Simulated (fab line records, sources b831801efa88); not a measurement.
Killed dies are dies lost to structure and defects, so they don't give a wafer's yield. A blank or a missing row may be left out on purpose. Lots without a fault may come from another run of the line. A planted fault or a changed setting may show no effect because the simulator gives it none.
A sampling plan put to the test | flow gf180mcu | one fab line, 8 faults that these records tell of, each judged on the records of the lots that it struck
The plan is the line's own looks: the steps of the route at which a gauge or an inspection reads the wafer and doesn't change it. A look can be judged if struck wafers have a number there and the file gives its usual mean and standard deviation on fault-free wafers. Caught: at a look after the fault's first step, the mean of the struck wafers lies 4 or more of those standard deviations (sigma) from the usual mean. On the tool: the same test on the tool's own readings at the fault's steps. Another recipe on the struck wafers, or a record that is blank for them alone, also counts as caught.

THE FAULTS, as the simulator had put them in
1. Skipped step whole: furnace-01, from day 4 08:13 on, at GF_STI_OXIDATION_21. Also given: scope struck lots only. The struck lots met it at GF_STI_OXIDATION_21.
2. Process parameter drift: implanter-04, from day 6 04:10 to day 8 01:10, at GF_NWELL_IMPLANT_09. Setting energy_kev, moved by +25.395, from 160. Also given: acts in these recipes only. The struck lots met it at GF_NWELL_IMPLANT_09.
3. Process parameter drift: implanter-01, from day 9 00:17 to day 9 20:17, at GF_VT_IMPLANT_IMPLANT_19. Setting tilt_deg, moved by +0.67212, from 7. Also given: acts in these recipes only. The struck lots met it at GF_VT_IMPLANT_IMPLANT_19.
4. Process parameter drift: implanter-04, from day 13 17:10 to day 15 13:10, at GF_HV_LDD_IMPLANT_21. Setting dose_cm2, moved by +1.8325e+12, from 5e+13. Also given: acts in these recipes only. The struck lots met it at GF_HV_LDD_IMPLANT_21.
5. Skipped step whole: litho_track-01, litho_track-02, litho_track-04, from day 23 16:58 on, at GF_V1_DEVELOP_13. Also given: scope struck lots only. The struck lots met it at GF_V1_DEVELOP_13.
6. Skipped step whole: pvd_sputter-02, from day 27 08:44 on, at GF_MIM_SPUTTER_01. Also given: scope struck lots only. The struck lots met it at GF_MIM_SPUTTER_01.
7. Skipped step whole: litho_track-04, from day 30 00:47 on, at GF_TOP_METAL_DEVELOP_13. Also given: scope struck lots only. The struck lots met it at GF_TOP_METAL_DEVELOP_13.
8. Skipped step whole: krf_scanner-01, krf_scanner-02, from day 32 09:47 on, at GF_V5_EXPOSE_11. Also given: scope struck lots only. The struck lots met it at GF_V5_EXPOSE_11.

WHAT THE PLAN SAW
fault | on the tool itself                               | first look that catches it                   | reading, sigma | median hours from its first step to that look | hours from the fault's start to the first struck lot there | judged looks passed uncaught
1     | the tool's record is blank for the struck wafers | not the one look that can be judged after it | -              | -                                             | -                                                          | 1
2     | beam_energy_keV +99 or beyond sigma              | not the one look that can be judged after it | -              | -                                             | -                                                          | 1
3     | tilt_deg +34 sigma                               | no look after it can be judged               | -              | -                                             | -                                                          | 0
4     | dose_ions_cm2 +34 sigma                          | not the one look that can be judged after it | -              | -                                             | -                                                          | 1
5     | the tool's record is blank for the struck wafers | no look after it can be judged               | -              | -                                             | -                                                          | 0
6     | the tool's record is blank for the struck wafers | not the one look that can be judged after it | -              | -                                             | -                                                          | 1
7     | the tool's record is blank for the struck wafers | no look after it can be judged               | -              | -                                             | -                                                          | 0
8     | no reading that can be judged                    | no look after it can be judged               | -              | -                                             | -                                                          | 0
A dash: the fault isn't caught, or these records don't give the number.

Caught at a look: 0 of 8. Caught on the tool: 7 of 8. By one or the other: 7 of 8.
Caught on the tool alone: faults 1, 2, 3, 4, 5, 6, 7.
Caught by neither: fault 8.
